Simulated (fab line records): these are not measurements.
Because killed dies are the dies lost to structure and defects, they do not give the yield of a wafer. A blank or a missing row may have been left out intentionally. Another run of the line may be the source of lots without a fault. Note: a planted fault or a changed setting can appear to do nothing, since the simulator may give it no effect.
Which tool did it? -- flow sky130 -- 13 lots, 39 wafers sampled, at 5 steps of a route of 708

WHAT EACH GAUGE READ, for each wafer
SKY_LDD_HVP_OVL_MEAS_07. Usual: for LDD_HVP_OVL the level is -0.1 nm and the standard deviation is 1.3.
lot,measured,on,LDD_HVP_OVL (nm),flag
L564,day 21 08:37,overlay-02,0.0 2.3 0.3,
L565,day 22 04:46,overlay-02,1.0 3.3 -0.6,
L567,day 23 00:59,overlay-02,0.5 0.4 -2.2,
L568,day 23 07:31,overlay-01,-0.1 -1.4 0.2,
L569,day 23 15:28,overlay-01,-0.2 0.7 1.4,
L570,day 23 22:46,overlay-01,-1.4 -1.3 -0.9,
L579,day 27 17:26,overlay-01,-2.6 -0.7 -0.4,
L581,day 27 19:53,overlay-02,0.8 -0.9 -0.2,
L583,day 28 14:26,overlay-02,0.1 1.0 0.4,
L585,day 28 16:31,overlay-02,0.4 -0.5 0.9,
L584,day 28 21:22,overlay-01,-2.4 -2.0 1.3,
L586,day 29 01:44,overlay-01,-2.1 -2.0 0.3,
L587,day 29 18:59,overlay-01,0.3 -0.1 0.9,

SKY_POLY_CUT_CD_MEAS_08: target cd 270 nm. Usual: cd nm reads 270.1 nm (standard deviation 1.5).
lot,measured,on,cd nm (nm),flag
L564,day 24 00:02,cd sem-02,269.0 268.3 268.9,
L565,day 24 21:40,cd sem-02,269.9 270.5 271.3,
L567,day 25 17:16,cd sem-02,269.6 270.3 269.6,
L568,day 25 22:52,cd sem-02,270.5 271.7 271.5,
L569,day 26 06:50,cd sem-01,273.0 272.5 273.5,
L570,day 26 14:55,cd sem-02,271.1 269.5 270.0,
L579,day 30 04:05,cd sem-01,268.4 269.0 268.9,
L581,day 30 08:25,cd sem-02,270.4 269.7 269.8,
L583,day 31 03:08,cd sem-02,270.5 269.7 269.1,
L585,day 31 03:38,cd sem-02,271.2 270.7 270.3,
L584,day 31 07:50,cd sem-02,269.6 267.6 269.6,
L586,day 31 11:12,cd sem-02,268.8 269.2 269.5,
L587,day 32 04:14,cd sem-02,272.2 271.3 272.2,

SKY_SD_N_RS_MEAS_17: the measuring method here is four-point-probe. Usual: for SD_P_RS the level is 147.1 ohm/sq and the standard deviation is 0.45.
lot,measured,on,SD_P_RS (ohm/sq),flag
L564,day 27 19:03,film metro-01,147.3 147.6 147.8,
L565,day 28 15:15,film metro-03,146.8 147.2 146.9,
L567,day 29 08:53,film metro-03,146.7 146.7 147.0,
L568,day 29 13:35,film metro-01,147.7 147.3 147.3,
L569,day 29 22:02,film metro-01,147.5 147.4 147.5,
L570,day 30 04:41,film metro-01,147.4 147.4 146.7,
L579,day 33 15:29,film metro-01,147.3 147.9 147.7,
L581,day 33 19:08,film metro-03,147.0 146.6 147.1,
L583,day 34 13:26,film metro-01,147.6 148.0 147.8,
L585,day 34 13:57,film metro-03,146.5 146.4 146.4,
L584,day 34 16:38,film metro-04,146.3 146.4 146.3,
L586,day 34 20:02,film metro-03,146.9 146.6 147.4,
L587,day 35 12:43,film metro-01,147.2 147.1 147.2,

WHAT TOOL EACH LOT RAN ON (gives the tool, then ch and the chambers of the sampled wafers, and finally the start)
lot,SKY_SD_P_COAT_02,SKY_SD_P_STRIP_10
L564,"litho track-01 ch 0, day 24 15:27","plasma asher-04 ch 0,1, day 25 07:05"
L565,"litho track-01 ch 0, day 25 13:23","plasma asher-02 ch 0,1, day 26 05:02"
L567,"litho track-02 ch 0, day 26 07:37","plasma asher-02 ch 0,1, day 26 22:25"
L568,"litho track-02 ch 0, day 26 13:28","plasma asher-01 ch 0,1, day 27 04:41"
L569,"litho track-02 ch 0, day 26 20:55","plasma asher-02 ch 0,1, day 27 11:53"
L570,"litho track-02 ch 0, day 27 05:13","plasma asher-01 ch 0,1, day 27 19:48"
L579,"litho track-01 ch 0, day 30 17:54","plasma asher-02 ch 0,1, day 31 08:38"
L581,"litho track-03 ch 0, day 30 21:47","plasma asher-04 ch 0,1, day 31 11:49"
L583,"litho track-03 ch 0, day 31 17:20","plasma asher-02 ch 0,1, day 32 07:22"
L585,"litho track-02 ch 0, day 31 17:26","plasma asher-02 ch 0,1, day 32 07:36"
L584,"litho track-01 ch 0, day 31 21:08","plasma asher-02 ch 0,1, day 32 11:23"
L586,"litho track-03 ch 0, day 32 00:50","plasma asher-04 ch 0,1, day 32 14:54"
L587,"litho track-02 ch 0, day 32 17:17","plasma asher-04 ch 0,1, day 33 07:43"
- SKY_SD_P_COAT_02: resist thk 1140 nm.
- SKY_SD_P_STRIP_10: strips in O2/N2.

AS READ BY THE TOOLS THEMSELVES (means over the sampled wafers that have a number; for cases with no such wafer, the mark the record gives instead)
SKY_SD_P_STRIP_10. Usual: drypump motor current A 5.64 A, standard deviation 0.24; oes product au 0.618 a.u., standard deviation 0.0049; strip time to endpoint s 17.50 s, standard deviation 0.042.
lot,tool,drypump motor current A (A),oes product au (a.u.),strip time to endpoint s (s),flag
L564,plasma asher-04,5.76,0.619,17.49,
L565,plasma asher-02,5.58,0.614,17.50,
L567,plasma asher-02,5.41,0.617,17.58,
L568,plasma asher-01,5.49,0.621,17.54,
L569,plasma asher-02,5.57,0.616,17.90,OFF
L570,plasma asher-01,5.48,0.619,17.92,OFF
L579,plasma asher-02,5.42,0.615,17.48,
L581,plasma asher-04,5.75,0.618,17.46,
L583,plasma asher-02,5.43,0.618,17.43,
L585,plasma asher-02,5.59,0.620,17.55,
L584,plasma asher-02,5.42,0.617,17.50,
L586,plasma asher-04,5.76,0.619,17.53,
L587,plasma asher-04,5.83,0.624,17.48,

THE ANSWER, worked out from the rows above alone
Rule: lot off if the mean of its wafers having a number is beyond 3 standard deviations from the usual mean. Also off: a lot with no number at a reading for which 4 or more lots have one. Where the step has rows for the other lots, those lots are counted as sound. First the gauges in route order, then the tools' own readings, where a lot's mean is used as printed above. At the first step where some lot is off, the reading lying furthest off is the one used; lots without a number count as furthest.
Off, at SKY_SD_P_STRIP_10 on strip time to endpoint s: L569, L570.
A tool fits if, at that step or a process step before it, it ran every lot that is off, and no sound lot after the first of them. Of those tried, none fits.

WHAT THE SIMULATOR HAD PUT IN
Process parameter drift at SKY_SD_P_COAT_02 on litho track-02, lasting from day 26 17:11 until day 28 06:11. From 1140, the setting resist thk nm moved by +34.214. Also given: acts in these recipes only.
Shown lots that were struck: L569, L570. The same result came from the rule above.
